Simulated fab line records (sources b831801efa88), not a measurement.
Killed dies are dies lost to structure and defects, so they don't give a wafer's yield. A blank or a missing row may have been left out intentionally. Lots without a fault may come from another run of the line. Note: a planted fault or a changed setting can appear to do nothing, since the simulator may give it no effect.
fab line records | flow sky130
[record] lots = 6 | wafers = 18 | last_day = 49
route steps=708 shown LI_CONTACT@385 LOCAL_INTERCONNECT@387 PAD_OPEN@708
lots that met no fault: taken from a fault-free run of the same line
start_h: hours from the record's first day to the start of the lot's first wafer shown | wait_h: hours elapsed since this lot's preceding step | " as in the row above | L1.1+2: a row that stands for several wafers | - no value, or no start given | * or withheld: withheld | < > ~ a bound
route shown NAME@n: a module of which the file shows steps, and the number in the route of the first | usual: the fault-free wafers' mean and standard deviation | same: alike in all rows | chamber/n: place in a boat | sites: each site's reading | _std_site: standard deviation of those values | _edge_site: outer sites' mean less inner sites' | radius_mm: how far each site lies from the wafer's centre | mask NAME#n: copy n | behind: the most recent tool/chamber to have shaped the wafer | hold: why the lot went on hold/how many hours it stayed there/how the hold came to an end | device: the transistor (n, p or np) that didn't switch | end of line: tests of these same wafers at the route's end | a step without rows: its recipe alone | killed: not the wafer's yield, but the dies lost to structure and defects at the first sort | map: shows each die of a wafer: x if killed, . if not, _ if none is there
set.NAME: the setting that was run; set.NAME@STEP: the one run at that earlier step | model.NAME: the simulator's own value behind a step, which no gauge read
lots seen at some steps along the route; tables by step, rows by wafer
services: the hour from which a tool's chamber was out of use, counted from the record's first day as start_h (under 0 if before that day), plus the number of hours and why
[[steps]]
[step SKY_LI_CONTACT_THK_MEAS_23]
[recipe] thk_meas_gauge = xrf | reads = W_of_LI_CONTACT_CVD_21
[usual] LI_CONTACT_W_THK = 411/10
lot.wafer | tool          | chamber | start_h | wait_h | LI_CONTACT_W_THK[nm]
L182.1    | film_metro-03 | -       | 678.05  | 0.1    | 400
L182.2    | "             | -       | "       | "      | 398
L182.6    | "             | -       | "       | "      | 397
L187.2    | film_metro-04 | -       | 731.58  | 0.1    | 401
L187.3    | "             | -       | "       | "      | 400
L187.4    | "             | -       | "       | "      | 419
L190.4    | film_metro-03 | -       | 757.69  | 0.1    | 426
L190.5    | "             | -       | "       | "      | 401
L190.6    | "             | -       | "       | "      | 426
L191.2    | film_metro-03 | -       | 763.69  | 0.1    | 423
L191.4    | "             | -       | "       | "      | 402
L191.5    | "             | -       | "       | "      | 408
L192.1    | film_metro-04 | -       | 766.38  | 0.1    | 420
L192.3    | "             | -       | "       | "      | 402
L192.6    | "             | -       | "       | "      | 405
L199.1    | film_metro-02 | -       | 815.05  | 0.1    | 417
L199.4    | "             | -       | "       | "      | 401
L199.6    | "             | -       | "       | "      | 417
[step SKY_LI_CONTACT_CMP_24]
[recipe] stop_on = PSG | t_overpolish_s = 20 | down_force_psi = 3.5 | platen_rpm = 60 | target_thk_nm = 0 | pad_velocity_m_s = 0.94248
[usual] motor_current_A = 11.3/0.75 | overpolish_run_s = 20.000/0.0089 | time_to_endpoint_s = 99/4.1
lot.wafer | tool   | chamber | start_h | wait_h | motor_current_A | overpolish_run_s | time_to_endpoint_s
L182.2    | cmp-02 | 3       | 678.11  | 0.0    | 11.1            | 19.993           | 100
L182.1    | "      | 1       | "       | "      | 11.1            | 20.000           | 102
L182.6    | "      | 0       | "       | "      | 11.6            | 19.991           | 104
L187.3    | cmp-01 | 3       | 731.63  | 0.0    | 9.5             | 20.006           | 98
L187.2    | "      | 1       | "       | "      | 11.1            | 19.997           | 99
L187.4    | "      | 2       | "       | "      | 12.3            | 19.991           | 96
L190.4    | cmp-02 | 2       | 757.72  | 0.0    | 12.0            | 20.008           | 97
L190.5    | "      | 2       | "       | "      | 11.7            | 20.002           | 95
L190.6    | "      | 3       | "       | "      | 11.3            | 19.984           | 99
L191.4    | cmp-01 | 3       | 763.74  | 0.0    | 9.8             | 20.009           | 96
L191.2    | "      | 1       | "       | "      | 10.9            | 19.998           | 104
L191.5    | "      | 3       | "       | "      | 9.6             | 19.991           | 100
L192.3    | cmp-02 | 0       | 766.44  | 0.0    | 11.6            | 20.002           | 101
L192.1    | "      | 3       | "       | "      | 11.2            | 20.006           | 104
L192.6    | "      | 0       | "       | "      | 11.2            | 19.986           | 103
L199.1    | cmp-01 | 3       | 815.24  | 0.2    | 8.9             | 20.008           | 99
L199.4    | "      | 1       | "       | "      | 11.2            | 20.009           | 95
L199.6    | "      | 3       | "       | "      | 9.6             | 19.994           | 98
[step SKY_LOCAL_INTERCONNECT_SPUTTER_00]
[recipe] material = TiN | target_thk_nm = 100 | temp_c = 300 | power_w = 6500 | time_s = 83.3 | chamber_pressure_pa = 0.4
[usual] throttle_valve_pct = 29.8/1
lot.wafer | tool           | chamber | start_h | wait_h | throttle_valve_pct
L182.1    | pvd_sputter-01 | -       | 678.41  | 0.1    | 30.8
L182.2    | "              | -       | "       | "      | 30.5
L182.6    | "              | -       | "       | "      | 30.6
L187.2    | pvd_sputter-04 | -       | 731.93  | 0.1    | 28.8
L187.3    | "              | -       | "       | "      | 27.7
L187.4    | "              | -       | "       | "      | 29.0
L190.4    | pvd_sputter-01 | -       | 758.02  | 0.2    | 30.7
L190.5    | "              | -       | "       | "      | 30.5
L190.6    | "              | -       | "       | "      | 29.3
L191.2    | pvd_sputter-01 | -       | 764.04  | 0.1    | 30.8
L191.4    | "              | -       | "       | "      | 30.8
L191.5    | "              | -       | "       | "      | 30.6
L192.1    | pvd_sputter-01 | -       | 766.74  | 0.1    | 30.8
L192.3    | "              | -       | "       | "      | 31.1
L192.6    | "              | -       | "       | "      | 30.7
L199.1    | pvd_sputter-01 | -       | 815.49  | 0.2    | 29.3
L199.4    | "              | -       | "       | "      | 30.6
L199.6    | "              | -       | "       | "      | 31.0
[step SKY_LOCAL_INTERCONNECT_RS_MEAS_01]
[recipe] thk_meas_gauge = four-point-probe | reads = TiN_of_LOCAL_INTERCONNECT_SPUTTER_00
[usual] LOCAL_INTERCONNECT_TIN_RS = 14.16/0.16
lot.wafer | tool          | chamber | start_h | wait_h | LOCAL_INTERCONNECT_TIN_RS[ohm/sq]
L182.1    | film_metro-04 | -       | 678.47  | 0.0    | 14.11
L182.2    | "             | -       | "       | "      | 14.12
L182.6    | "             | -       | "       | "      | 14.18
L187.2    | film_metro-04 | -       | 732.01  | 0.1    | 14.13
L187.3    | "             | -       | "       | "      | 14.06
L187.4    | "             | -       | "       | "      | 14.13
L190.4    | film_metro-04 | -       | 758.14  | 0.1    | 14.22
L190.5    | "             | -       | "       | "      | 14.30
L190.6    | "             | -       | "       | "      | 14.26
L191.2    | film_metro-03 | -       | 764.13  | 0.1    | 14.04
L191.4    | "             | -       | "       | "      | 14.00
L191.5    | "             | -       | "       | "      | 14.12
L192.1    | film_metro-04 | -       | 766.80  | 0.0    | 14.17
L192.3    | "             | -       | "       | "      | 14.04
L192.6    | "             | -       | "       | "      | 14.07
L199.1    | film_metro-04 | -       | 815.56  | 0.0    | 14.22
L199.4    | "             | -       | "       | "      | 13.99
L199.6    | "             | -       | "       | "      | 14.09
[step SKY_LOCAL_INTERCONNECT_THK_MEAS_02]
[recipe] thk_meas_gauge = xrf | reads = TiN_of_LOCAL_INTERCONNECT_SPUTTER_00
[usual] LOCAL_INTERCONNECT_TIN_THK = 99.6/1.2
lot.wafer | tool          | chamber | start_h | wait_h | LOCAL_INTERCONNECT_TIN_THK[nm]
L182.1    | film_metro-04 | -       | 678.59  | 0.1    | 99.4
L182.2    | "             | -       | "       | "      | 100.2
L182.6    | "             | -       | "       | "      | 99.9
L187.2    | film_metro-04 | -       | 732.12  | 0.1    | 99.6
L187.3    | "             | -       | "       | "      | 100.0
L187.4    | "             | -       | "       | "      | 99.8
L190.4    | film_metro-04 | -       | 758.23  | 0.1    | 98.9
L190.5    | "             | -       | "       | "      | 98.1
L190.6    | "             | -       | "       | "      | 98.7
L191.2    | film_metro-03 | -       | 764.24  | 0.1    | 99.4
L191.4    | "             | -       | "       | "      | 99.2
L191.5    | "             | -       | "       | "      | 98.6
L192.1    | film_metro-04 | -       | 766.92  | 0.1    | 99.0
L192.3    | "             | -       | "       | "      | 100.1
L192.6    | "             | -       | "       | "      | 99.8
L199.1    | film_metro-04 | -       | 815.68  | 0.1    | 99.2
L199.4    | "             | -       | "       | "      | 100.6
L199.6    | "             | -       | "       | "      | 100.0
[step SKY_LOCAL_INTERCONNECT_DEHYDRATE_03]
[recipe] temp_c = 200 | time_s = 60
[step SKY_LOCAL_INTERCONNECT_HMDS_04]
[recipe] prime_time_s = 60 | prime_temp_c = 120
[step SKY_LOCAL_INTERCONNECT_COAT_05]
[recipe] resist = BARC | temp_c = withheld | time_s = withheld | spin_rpm = 3000 | resist_thk_nm = 60
[step SKY_LOCAL_INTERCONNECT_COAT_06]
[recipe] resist = KrF-thick | spin_rpm = 3000 | resist_thk_nm = 444
[step SKY_LOCAL_INTERCONNECT_SOFTBAKE_07]
[recipe] temp_c = 100 | time_s = 90 | resist = KrF-thick
[step SKY_LOCAL_INTERCONNECT_EXPOSE_08]
[recipe] mask_id = LI1M | na = 0.8 | source_shape = annular | sigma_inner = 0.55 | sigma_outer = 0.85 | target_cd_nm = 170 | dose_mj = 28
[step SKY_LOCAL_INTERCONNECT_PEB_09]
[recipe] peb_temp_c = withheld | peb_time_s = withheld | resist = KrF-thick
[step SKY_LOCAL_INTERCONNECT_DEVELOP_10]
[recipe] develop_time_s = 60 | resist = KrF-thick | dev_temp_c = 21
[usual] developer_temp_C = 20.96/0.098 | exhaust_pa = 44.9/0.94
lot.wafer | tool           | chamber | start_h | wait_h | developer_temp_C | exhaust_pa
L182.1    | litho_track-02 | 0       | 705     | -      | 20.85            | 46.6
L182.2    | "              | 0       | "       | "      | 20.91            | 45.0
L182.6    | "              | 0       | "       | "      | 20.95            | 45.2
L187.2    | litho_track-02 | 0       | 759     | -      | 20.97            | 45.4
L187.3    | "              | 0       | "       | "      | 20.93            | 46.7
L187.4    | "              | 0       | "       | "      | 21.03            | 45.7
L190.4    | litho_track-01 | 0       | 784     | -      | 21.00            | 44.2
L190.5    | "              | 0       | "       | "      | 21.08            | 45.3
L190.6    | "              | 0       | "       | "      | 21.01            | 46.6
L191.2    | litho_track-02 | 0       | 791     | -      | 20.23            | 43.9
L191.4    | "              | 0       | "       | "      | 20.08            | 44.5
L191.5    | "              | 0       | "       | "      | 20.18            | 43.7
L192.1    | litho_track-02 | 0       | 793     | -      | 19.97            | 45.0
L192.3    | "              | 0       | "       | "      | 19.99            | 44.4
L192.6    | "              | 0       | 794     | -      | 20.07            | 46.3
L199.1    | litho_track-03 | 0       | 841     | -      | 20.81            | 44.4
L199.4    | "              | 0       | "       | "      | 20.96            | 46.0
L199.6    | "              | 0       | "       | "      | 20.89            | 44.6
[step SKY_LOCAL_INTERCONNECT_CD_MEAS_11]
[recipe] target_cd_nm = 170
[usual] cd_nm = 170.0/1.5
lot.wafer | tool      | chamber | start_h | wait_h | cd_nm
L182.1    | cd_sem-01 | -       | 705.69  | -      | 169.1
L182.2    | "         | -       | "       | "      | 168.8
L182.6    | "         | -       | "       | "      | 169.6
L187.2    | cd_sem-01 | -       | 759.41  | -      | 169.4
L187.3    | "         | -       | "       | "      | 170.5
L187.4    | "         | -       | "       | "      | 170.1
L190.4    | cd_sem-02 | -       | 785.05  | -      | 166.6
L190.5    | "         | -       | "       | "      | 169.7
L190.6    | "         | -       | "       | "      | 169.2
L191.2    | cd_sem-02 | -       | 791.31  | -      | 173.1
L191.4    | "         | -       | "       | "      | 172.6
L191.5    | "         | -       | "       | "      | 173.3
L192.1    | cd_sem-01 | -       | 794.20  | -      | 170.9
L192.3    | "         | -       | "       | "      | 170.7
L192.6    | "         | -       | "       | "      | 169.7
L199.1    | cd_sem-02 | -       | 841.90  | -      | 172.0
L199.4    | "         | -       | "       | "      | 172.7
L199.6    | "         | -       | "       | "      | 171.0
[step SKY_PAD_OPEN_PROBE_99]
[usual] killed_at_M0_to_M3 = 44/7.5 | killed_at_M4_up = 3.3/1.8 | killed_at_contacts = 25/5.9 | killed_at_front_end = 16/4.7 | killed_at_other = 0.3/0.52 | killed_dies = 89/9.9 | killed_open = 49/7.8 | killed_short = 40/5.8
[same] gross_dies = 492 | killed_at_back_side = 0
lot.wafer | tool      | chamber | start_h | wait_h | killed_at_M0_to_M3 | killed_at_M4_up | killed_at_contacts | killed_at_front_end | killed_at_other | killed_dies | killed_open | killed_short
L182.1    | prober-01 | -       | 1077.16 | 0.1    | 40                 | 2               | 31                 | 21                  | 1               | 95          | 60          | 35
L182.2    | prober-01 | -       | 1077.21 | 0.1    | 61                 | 2               | 23                 | 28                  | 0               | 114         | 62          | 52
L182.6    | prober-01 | -       | 1077.41 | 0.2    | 39                 | 6               | 26                 | 22                  | 1               | 94          | 48          | 46
L187.2    | prober-02 | -       | 1116.12 | 0.1    | 44                 | 3               | 20                 | 10                  | 0               | 77          | 41          | 34
L187.3    | prober-02 | -       | 1116.17 | 0.2    | 66                 | 2               | 22                 | 12                  | 0               | 102         | 55          | 47
L187.4    | prober-02 | -       | 1116.22 | 0.2    | 48                 | 3               | 21                 | 10                  | 1               | 83          | 47          | 36
L190.4    | prober-01 | -       | 1133.23 | 0.2    | 39                 | 5               | 28                 | 23                  | 1               | 96          | 53          | 43
L190.5    | prober-01 | -       | 1133.28 | 0.2    | 38                 | 3               | 25                 | 15                  | 0               | 81          | 41          | 40
L190.6    | prober-01 | -       | 1133.33 | 0.2    | 45                 | 5               | 22                 | 15                  | 1               | 88          | 54          | 34
L192.1    | prober-02 | -       | 1141.81 | 0.1    | 30                 | 3               | 16                 | 17                  | 0               | 66          | 37          | 29
L192.3    | prober-02 | -       | 1141.91 | 0.2    | 45                 | 8               | 22                 | 12                  | 0               | 87          | 51          | 36
L192.6    | prober-02 | -       | 1142.06 | 0.2    | 44                 | 6               | 14                 | 17                  | 1               | 82          | 48          | 34
L191.2    | prober-01 | -       | 1142.56 | 0.1    | 46                 | 2               | 30                 | 20                  | 0               | 98          | 55          | 43
L191.4    | prober-01 | -       | 1142.66 | 0.2    | 61                 | 0               | 28                 | 19                  | 0               | 108         | 65          | 43
L191.5    | prober-01 | -       | 1142.71 | 0.2    | 70                 | 5               | 25                 | 13                  | 0               | 113         | 61          | 52
L199.1    | prober-02 | -       | 1174.21 | 0.1    | 52                 | 1               | 18                 | 13                  | 0               | 84          | 50          | 34
L199.4    | prober-02 | -       | 1174.36 | 0.2    | 44                 | 4               | 26                 | 16                  | 0               | 90          | 40          | 50
L199.6    | prober-02 | -       | 1174.46 | 0.2    | 32                 | 4               | 21                 | 13                  | 1               | 71          | 37          | 34
// killed by level:class
L182.1 CONTACT:geometric_particle:open=15 VIA1:geometric_particle:open=13 FIELD_ISO:geometric_particle:open=7 CONTACT:geometric_particle:short=7 VIA2:geometric_particle:open=6 VIA1:geometric_particle:short=5 POLY_GATE:geometric_particle:open=4 LI_CONTACT:geometric_particle:open=4
L182.2 VIA1:geometric_particle:open=13 VIA2:geometric_particle:open=10 FIELD_ISO:geometric_particle:short=8 POLY_GATE:geometric_particle:open=8 CONTACT:geometric_particle:open=8 VIA3:geometric_particle:open=7 METAL3:geometric_particle:short=6 LI_CONTACT:geometric_particle:open=5
L182.6 VIA1:geometric_particle:open=11 CONTACT:geometric_particle:open=8 CONTACT:geometric_particle:short=7 VIA2:geometric_particle:open=7 FIELD_ISO:geometric_particle:short=5 POLY_GATE:geometric_particle:open=5 POLY_GATE:geometric_particle:short=5 LI_CONTACT:geometric_particle:open=5
L187.2 VIA1:geometric_particle:open=12 LI_CONTACT:geometric_particle:open=7 VIA2:geometric_particle:open=6 VIA3:geometric_particle:open=6 LOCAL_INTERCONNECT:geometric_particle:short=5 VIA3:geometric_particle:short=5 METAL1:geometric_particle:short=4 POLY_GATE:geometric_particle:short=3
L187.3 VIA2:geometric_particle:open=11 VIA1:geometric_particle:open=10 VIA3:geometric_particle:open=9 METAL2:geometric_particle:short=9 LI_CONTACT:geometric_particle:open=8 METAL3:geometric_particle:short=7 CONTACT:geometric_particle:open=7 METAL1:geometric_particle:short=6
L187.4 VIA1:geometric_particle:open=14 VIA2:geometric_particle:open=10 CONTACT:geometric_particle:open=8 CONTACT:geometric_particle:short=6 POLY_GATE:geometric_particle:short=5 VIA1:geometric_particle:short=5 METAL2:geometric_particle:short=4 VIA3:geometric_particle:short=4
L190.4 FIELD_ISO:geometric_particle:open=12 CONTACT:geometric_particle:open=8 VIA1:geometric_particle:open=8 METAL1:geometric_particle:short=8 CONTACT:geometric_particle:short=7 LI_CONTACT:geometric_particle:open=6 VIA3:geometric_particle:open=6 POLY_GATE:geometric_particle:open=5
L190.5 LI_CONTACT:geometric_particle:open=9 VIA3:geometric_particle:open=8 LOCAL_INTERCONNECT:geometric_particle:short=8 VIA1:geometric_particle:short=7 CONTACT:geometric_particle:open=5 VIA1:geometric_particle:open=5 FIELD_ISO:geometric_particle:short=4 METAL3:geometric_particle:short=4
L190.6 CONTACT:geometric_particle:open=13 VIA1:geometric_particle:open=10 FIELD_ISO:geometric_particle:open=7 VIA2:geometric_particle:open=7 VIA3:geometric_particle:open=7 LI_CONTACT:geometric_particle:open=5 METAL1:geometric_particle:short=5 METAL3:geometric_particle:short=4
L192.1 FIELD_ISO:geometric_particle:open=7 VIA2:geometric_particle:open=7 LI_CONTACT:geometric_particle:open=6 VIA3:geometric_particle:open=5 FIELD_ISO:geometric_particle:short=4 METAL2:geometric_particle:short=4 CONTACT:geometric_particle:open=4 VIA1:geometric_particle:open=4
L192.3 VIA3:geometric_particle:open=9 METAL2:geometric_particle:short=8 VIA1:geometric_particle:open=7 LI_CONTACT:geometric_particle:open=6 CONTACT:geometric_particle:open=6 METAL4:geometric_particle:short=5 POLY_GATE:geometric_particle:open=5 VIA2:geometric_particle:open=5
L192.6 VIA1:geometric_particle:open=11 VIA3:geometric_particle:open=7 METAL4:geometric_particle:short=6 CONTACT:geometric_particle:open=6 METAL2:geometric_particle:short=6 POLY_GATE:geometric_particle:open=5 POLY_GATE:geometric_particle:short=5 LI_CONTACT:geometric_particle:open=5
L191.2 VIA1:geometric_particle:open=13 LI_CONTACT:geometric_particle:open=10 FIELD_ISO:geometric_particle:short=9 CONTACT:geometric_particle:open=9 CONTACT:geometric_particle:short=7 VIA3:geometric_particle:open=7 METAL2:geometric_particle:short=5 FIELD_ISO:geometric_particle:open=4
L191.4 VIA1:geometric_particle:open=17 CONTACT:geometric_particle:open=14 FIELD_ISO:geometric_particle:open=7 FIELD_ISO:geometric_particle:short=7 LI_CONTACT:geometric_particle:open=7 VIA3:geometric_particle:open=7 VIA1:geometric_particle:short=7 CONTACT:geometric_particle:short=6
L191.5 VIA1:geometric_particle:open=19 METAL2:geometric_particle:short=11 CONTACT:geometric_particle:open=10 METAL1:geometric_particle:short=8 VIA2:geometric_particle:open=7 LI_CONTACT:geometric_particle:open=5 METAL3:geometric_particle:short=5 VIA1:geometric_particle:short=5
L199.1 VIA1:geometric_particle:open=13 VIA3:geometric_particle:open=8 LI_CONTACT:geometric_particle:open=7 CONTACT:geometric_particle:open=7 METAL2:geometric_particle:short=7 METAL1:geometric_particle:short=7 POLY_GATE:geometric_particle:short=5 VIA2:geometric_particle:open=5
L199.4 VIA1:geometric_particle:open=13 CONTACT:geometric_particle:open=12 LOCAL_INTERCONNECT:geometric_particle:short=9 FIELD_ISO:geometric_particle:short=8 METAL2:geometric_particle:short=8 VIA3:geometric_particle:short=5 VIA3:geometric_particle:open=5 METAL1:geometric_particle:short=4
L199.6 VIA1:geometric_particle:open=11 METAL3:geometric_particle:short=6 CONTACT:geometric_particle:open=5 POLY_GATE:geometric_particle:short=4 LI_CONTACT:geometric_particle:short=4 VIA1:geometric_particle:short=4 VIA2:geometric_particle:open=4 FIELD_ISO:geometric_particle:open=3
[[services]]
tool           | chamber | start_h | hours | kind
pvd_sputter-04 | -       | 665.52  | 1.8   | repair
cmp-02         | -       | 667.62  | 2.7   | pm
cmp-01         | -       | 670.31  | 4.6   | pm
cmp-02         | -       | 693.43  | 2.3   | repair
cmp-01         | -       | 697.79  | 27.5  | repair
litho_track-02 | -       | 722.39  | -     | consumable_replace:filter
cmp-02         | -       | 732.97  | 1.5   | repair
cmp-01         | -       | 744.00  | 4.0   | pm
cmp-01         | -       | 746.99  | 3.1   | repair
cmp-01         | -       | 748.00  | -     | consumable_replace:conditioner
cmp-01         | -       | 748.00  | -     | consumable_replace:pad
litho_track-02 | -       | 788.65  | -     | consumable_replace:filter
[[key]]
[first_sign] step = SKY_LOCAL_INTERCONNECT_DEVELOP_10 | reading = developer_temp_C | direction = down | sigmas = 9 | usual = * | struck = *
effect none on later readings
met_at SKY_LOCAL_INTERCONNECT_DEVELOP_10
struck_wafers L191.2,L191.4,L191.5,L192.1,L192.3,L192.6
tester_left_out L191,L192
onset_between 759 791
[fault] kind = process_parameter_drift | tool = litho_track-02 | chamber = - | onset_h = 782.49 | steps = SKY_LOCAL_INTERCONNECT_DEVELOP_10 | channel = dev_temp_c | offset = * | shape = step | end_h = 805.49 | acts_in = * | stated = *
// tester_left_out: of these lots the tester's yield and bins aren't shown, on N5 and GAA mostly nor the transistor test; their killed dies are dies lost to structure and defects alone, not to doping, threshold or leakage, so they don't give the yield
